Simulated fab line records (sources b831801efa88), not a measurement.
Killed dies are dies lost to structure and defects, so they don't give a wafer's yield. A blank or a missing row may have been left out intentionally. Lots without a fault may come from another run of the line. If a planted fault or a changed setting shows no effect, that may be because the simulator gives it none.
A sampling plan put to the test | flow sfq_line | one fab line, 14 faults that these records tell of, each judged on the records of the lots that it struck
Plan = the line's own looks (route steps where a gauge or an inspection reads the wafer without altering it). A look can be judged if struck wafers have a number there and the file gives its usual mean and standard deviation on fault-free wafers. Caught: a look later than the fault's first step finds the struck wafers' mean 4 or more of those standard deviations (sigma) from the usual mean. On the tool: the identical test, applied to the tool's own readings at the steps of the fault. Also counted as caught: the struck wafers showing another recipe, or a record that is empty for them alone.

## THE FAULTS, as the simulator had put them in
1. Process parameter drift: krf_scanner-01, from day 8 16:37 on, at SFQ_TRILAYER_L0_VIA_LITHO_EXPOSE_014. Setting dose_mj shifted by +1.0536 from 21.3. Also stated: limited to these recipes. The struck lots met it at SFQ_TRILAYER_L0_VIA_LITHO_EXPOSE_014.
2. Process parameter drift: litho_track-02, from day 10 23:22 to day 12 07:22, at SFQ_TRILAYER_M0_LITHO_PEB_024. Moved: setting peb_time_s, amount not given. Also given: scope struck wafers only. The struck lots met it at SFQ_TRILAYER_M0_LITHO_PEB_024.
3. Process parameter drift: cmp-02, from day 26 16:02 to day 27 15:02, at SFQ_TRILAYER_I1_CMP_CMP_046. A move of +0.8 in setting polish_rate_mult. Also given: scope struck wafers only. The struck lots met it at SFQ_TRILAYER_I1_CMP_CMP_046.
4. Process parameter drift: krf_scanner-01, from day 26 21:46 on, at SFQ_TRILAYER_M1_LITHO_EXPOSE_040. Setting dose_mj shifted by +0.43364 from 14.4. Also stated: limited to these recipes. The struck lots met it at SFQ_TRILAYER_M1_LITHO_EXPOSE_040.
5. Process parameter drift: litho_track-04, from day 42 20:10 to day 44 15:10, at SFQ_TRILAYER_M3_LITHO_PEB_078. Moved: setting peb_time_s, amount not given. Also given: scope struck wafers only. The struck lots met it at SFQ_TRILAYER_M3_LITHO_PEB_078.
6. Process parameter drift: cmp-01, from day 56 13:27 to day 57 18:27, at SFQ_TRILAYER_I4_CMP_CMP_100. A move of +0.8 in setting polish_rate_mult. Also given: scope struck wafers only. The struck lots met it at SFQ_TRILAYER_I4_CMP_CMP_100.
7. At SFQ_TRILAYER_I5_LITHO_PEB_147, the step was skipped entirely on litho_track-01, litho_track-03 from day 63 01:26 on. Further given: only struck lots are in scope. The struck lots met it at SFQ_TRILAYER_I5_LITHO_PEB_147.
8. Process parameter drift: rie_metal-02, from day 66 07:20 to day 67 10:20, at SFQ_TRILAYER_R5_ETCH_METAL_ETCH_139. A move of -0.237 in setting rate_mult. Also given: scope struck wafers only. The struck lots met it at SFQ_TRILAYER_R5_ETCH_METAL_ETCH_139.
9. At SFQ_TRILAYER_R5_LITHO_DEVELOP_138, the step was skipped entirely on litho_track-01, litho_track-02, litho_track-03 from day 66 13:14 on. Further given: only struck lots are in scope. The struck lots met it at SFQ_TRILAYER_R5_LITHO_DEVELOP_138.
10. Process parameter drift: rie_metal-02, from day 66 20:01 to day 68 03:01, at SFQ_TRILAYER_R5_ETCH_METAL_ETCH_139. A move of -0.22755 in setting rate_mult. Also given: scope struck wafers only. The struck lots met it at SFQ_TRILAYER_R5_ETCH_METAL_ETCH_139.
11. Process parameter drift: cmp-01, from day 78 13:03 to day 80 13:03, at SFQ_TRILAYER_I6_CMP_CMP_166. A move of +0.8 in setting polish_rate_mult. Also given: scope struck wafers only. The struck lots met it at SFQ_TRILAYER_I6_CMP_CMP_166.
12. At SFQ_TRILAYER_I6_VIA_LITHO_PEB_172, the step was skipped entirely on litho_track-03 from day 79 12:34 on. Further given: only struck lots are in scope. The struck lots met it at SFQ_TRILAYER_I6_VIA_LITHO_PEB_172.
13. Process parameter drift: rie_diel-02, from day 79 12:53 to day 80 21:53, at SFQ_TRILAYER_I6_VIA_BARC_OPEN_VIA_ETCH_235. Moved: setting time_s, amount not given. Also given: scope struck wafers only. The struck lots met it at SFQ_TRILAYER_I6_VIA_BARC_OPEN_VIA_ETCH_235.
14. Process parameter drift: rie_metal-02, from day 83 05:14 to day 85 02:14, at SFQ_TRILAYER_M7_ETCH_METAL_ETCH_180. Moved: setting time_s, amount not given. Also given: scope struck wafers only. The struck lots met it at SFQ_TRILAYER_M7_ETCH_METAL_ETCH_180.

## WHAT THE PLAN SAW
fault | on the tool itself                               | first look that catches it                   | reading, sigma | median hours from its first step to that look | hours from the fault's start to the first struck lot there | judged looks passed uncaught
1     | exposure_dose_mJ_cm2 +53 sigma                   | no look after it can be judged               | -              | -                                             | -                                                          | 0
2     | heater_power_total_W +29 sigma                   | no look after it can be judged               | -              | -                                             | -                                                          | 0
3     | time_to_endpoint_s -15 sigma                     | no look after it can be judged               | -              | -                                             | -                                                          | 0
4     | exposure_dose_mJ_cm2 +26 sigma                   | no look after it can be judged               | -              | -                                             | -                                                          | 0
5     | heater_power_total_W +93 sigma                   | no look after it can be judged               | -              | -                                             | -                                                          | 0
6     | time_to_endpoint_s -17 sigma                     | not the one look that can be judged after it | -              | -                                             | -                                                          | 1
7     | the tool's record is blank for the struck wafers | no look after it can be judged               | -              | -                                             | -                                                          | 0
8     | oes_product_au -27 sigma                         | no look after it can be judged               | -              | -                                             | -                                                          | 0
9     | the tool's record is blank for the struck wafers | no look after it can be judged               | -              | -                                             | -                                                          | 0
10    | oes_product_au -25 sigma                         | no look after it can be judged               | -              | -                                             | -                                                          | 0
11    | time_to_endpoint_s -14 sigma                     | not the one look that can be judged after it | -              | -                                             | -                                                          | 1
12    | the tool's record is blank for the struck wafers | no look after it can be judged               | -              | -                                             | -                                                          | 0
13    | oes_product_au +9.3 sigma                        | no look after it can be judged               | -              | -                                             | -                                                          | 0
14    | run_length_s +6.3 sigma                          | no look after it can be judged               | -              | -                                             | -                                                          | 0
A dash: this means the fault isn't caught or the number doesn't appear in these records.

Caught at a look: 0 of 14. Caught on the tool: 14 of 14. By one or the other: 14 of 14.
Faults 1, 2, 3, 4, 5, 6, 7, 8, 9, 10, 11, 12, 13, 14 were caught on the tool alone.
